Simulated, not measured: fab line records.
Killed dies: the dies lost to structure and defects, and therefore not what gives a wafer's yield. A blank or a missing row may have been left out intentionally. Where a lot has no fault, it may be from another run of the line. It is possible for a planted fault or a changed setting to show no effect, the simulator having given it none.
2 desks, one fault / flow gf180mcu / each desk has only its own numbers; what lay behind them comes last

## FOR THE TOOL OWNER'S DESK: litho_track-01
The tool's own readings at GF_NSD_COAT_02 (resist thk 1000 nm): means of the sampled wafers that have a number, for each lot that ran on this tool. Marked OUT: a lot whose mean sits more than 4 standard deviations from the usual mean, which makes it out of limits; the brackets give that distance.
Columns: A = exhaust_pa at GF_NSD_COAT_02, usual 45.1 Pa; B = spin_speed_rpm at GF_NSD_COAT_02, usual 2999.8 rpm
lot=L656; first seen here=day 14 06:54; A=45.5; B=3000.8
lot=L662; first seen here=day 16 13:06; A=44.5; B=3060.2 (+26) OUT
lot=L663; first seen here=day 16 21:27; A=45.0; B=3061.8 (+27) OUT
lot=L671; first seen here=day 19 07:18; A=45.1; B=3001.4
lot=L672; first seen here=day 19 19:44; A=45.2; B=2999.4
lot=L675; first seen here=day 20 16:54; A=45.8; B=3002.2
This desk's verdict: out of limits on L662, L663, starting with L662 at day 16 13:06 (spin_speed_rpm at GF_NSD_COAT_02). L656, L671, L672, L675: within limits.

## THE METROLOGY DESK
Means of the sampled wafers that have a number, per lot and without regard to the tool the lot ran on: this is what the gauges read. Marked OUT: a lot whose mean sits more than 4 standard deviations from the usual mean, which makes it out of limits; the brackets give that distance.
Columns: A = cd_nm at GF_M2_CD_MEAS_14, usual 279.7 nm
lot=L652; first seen here=day 19 04:45; A=281.5
lot=L653; first seen here=day 19 12:11; A=277.9
lot=L654; first seen here=day 20 01:58; A=282.0
lot=L655; first seen here=day 20 11:04; A=278.1
lot=L656; first seen here=day 20 19:38; A=279.2
lot=L662; first seen here=day 23 08:17; A=280.7
lot=L663; first seen here=day 23 14:24; A=280.5
lot=L669; first seen here=day 25 10:37; A=281.6
lot=L670; first seen here=day 25 17:01; A=279.1
lot=L671; first seen here=day 25 20:56; A=281.0
lot=L672; first seen here=day 26 08:43; A=279.3
lot=L673; first seen here=day 26 14:52; A=279.3
lot=L674; first seen here=day 26 21:28; A=281.1
lot=L675; first seen here=day 27 02:32; A=280.2
This desk found nothing out of limits on any of the 14 lots.

## TAKEN TOGETHER
At day 16 13:06, on L662, L663, the tool owner's desk was in a position to raise an alarm.
The metrology desk saw nothing out of limits.
The metrology desk holds a record of L662, L663, inside its limits.
Of the lots named, all ran GF_NSD_COAT_02 on litho_track-01.

## WHAT WAS PUT IN BY THE SIMULATOR
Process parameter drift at GF_NSD_COAT_02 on litho_track-01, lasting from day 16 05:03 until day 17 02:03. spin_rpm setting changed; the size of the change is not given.
Struck lots among those shown: L662, L663.
Hours from the fault's start to each desk's first reading out of limits: the tool owner's desk, 8.
